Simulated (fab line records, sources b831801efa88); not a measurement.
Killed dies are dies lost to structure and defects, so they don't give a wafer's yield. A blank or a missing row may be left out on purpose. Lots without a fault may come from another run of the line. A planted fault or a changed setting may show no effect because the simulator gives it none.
A struck lot beside a sound one | flow sfq_line | 13 steps out of a route of 325
Sound: wafers L949.1, L949.4, L949.6. Struck: wafer L959.2. (L959.3, L959.5 of the same lot were not struck and are left out.) The cause comes at the end.
At each step with rows: each side's tool, then ch and its chambers, then its first start. Under that, the readings that differ: sound wafers | struck wafers | difference of the means | sigmas: that difference in standard deviations of wafers without a fault.
alike: readings whose means differ by less than 2 such deviations, and words and numbers that are the same on both sides. not compared: withheld readings, readings that some wafer has no value for, bounds like >300 that may hide the same value, and numbers for which the record gives no deviation and whose values overlap.
The two part at a step that has a row with sigmas, a row that says differs or no value, or rows on one side only. Numbers that don't overlap but have no deviation are shown without sigmas and don't part them. A reading that every wafer of one side lacks parts them only if that side has two wafers or more.

SFQ_INCOMING_BOW_MEAS_900:
  sound on film_metro-02, day 2 11:00; struck on film_metro-01, day 4 13:01
  alike: INCOMING_BOW
then, 1 step without rows for these wafers: SFQ_TRILAYER_INCOMING_OXIDATION_002 (target thk 500 nm, ox time 4939 s).
SFQ_TRILAYER_L0_DEP_SPUTTER_003: material MoNx KI, target thk 40 nm, time 100 s.
  sound on pvd_sputter-05, day 2 13:29; struck on pvd_sputter-03, day 4 15:29
  alike: throttle_valve_pct
SFQ_L0_RS_MEAS_901: measures by four-point-probe.
  sound on film_metro-03, day 2 13:34; struck on film_metro-04, day 4 15:35
  alike: L0_MONX_KI_RS
SFQ_L0_THK_MEAS_902: measures by xrf.
  sound on film_metro-03, day 2 13:41; struck on film_metro-04, day 4 15:41
  alike: L0_MONX_KI_THK
SFQ_TRILAYER_L0_LITHO_COAT_010: resist thk 62 nm.
  sound on litho_track-02 ch 0, day 2 13:55; struck on litho_track-02 ch 0, day 4 15:47
  reading                                              | sound             | struck | difference | sigmas
  model.BARC_of_TRILAYER_L0_LITHO_COAT_010.thk_nm (nm) | 62.11 61.81 61.93 | 65.65  | +3.70      |
  alike: resist_line_temp_C
then, 5 steps without rows for these wafers: SFQ_TRILAYER_L0_LITHO_COAT_005 (resist thk 600 nm); SFQ_TRILAYER_L0_LITHO_SOFTBAKE_009; SFQ_TRILAYER_L0_LITHO_EXPOSE_006 (exposes mask L0, target cd 2000 nm); SFQ_TRILAYER_L0_LITHO_PEB_008 (peb time 60 s); SFQ_TRILAYER_L0_LITHO_DEVELOP_007 (time 60 s).
-- the record jumps here: 3 days lie between the struck wafers' starts before and after --
SFQ_TRILAYER_L0_BARC_OPEN_METAL_ETCH_010: etches BARC in O2, target depth 125 nm, time 41.7 s.
  sound on rie_metal-02 ch 0,1, day 5 14:59; struck on rie_metal-01 ch 0, day 7 19:35
  reading                  | sound             | struck | difference | sigmas
  oes_product_au (a.u.)    | 0.687 0.686 0.682 | 0.705  | +0.020     | +5
  model.etch.depth_nm (nm) | 62.11 61.81 61.93 | 65.65  | +3.70      |
  alike: drypump_motor_current_A
  not compared: rf_hours_counter_h
SFQ_TRILAYER_L0_ETCH_METAL_ETCH_008: etches MoNx KI in SF6/O2, stops on SiO2, target depth 50 nm, time 25 s.
  sound on rie_metal-02 ch 0,1, day 5 15:02; struck on rie_metal-01 ch 0, day 7 19:38
  alike: drypump_motor_current_A, oes_product_au
  not compared: rf_hours_counter_h

WHERE THEY PART
Only at SFQ_TRILAYER_L0_BARC_OPEN_METAL_ETCH_010, within this record. Later steps at which nothing parts them and some readings are alike: SFQ_TRILAYER_L0_ETCH_METAL_ETCH_008.

WHY: what the simulator had put in
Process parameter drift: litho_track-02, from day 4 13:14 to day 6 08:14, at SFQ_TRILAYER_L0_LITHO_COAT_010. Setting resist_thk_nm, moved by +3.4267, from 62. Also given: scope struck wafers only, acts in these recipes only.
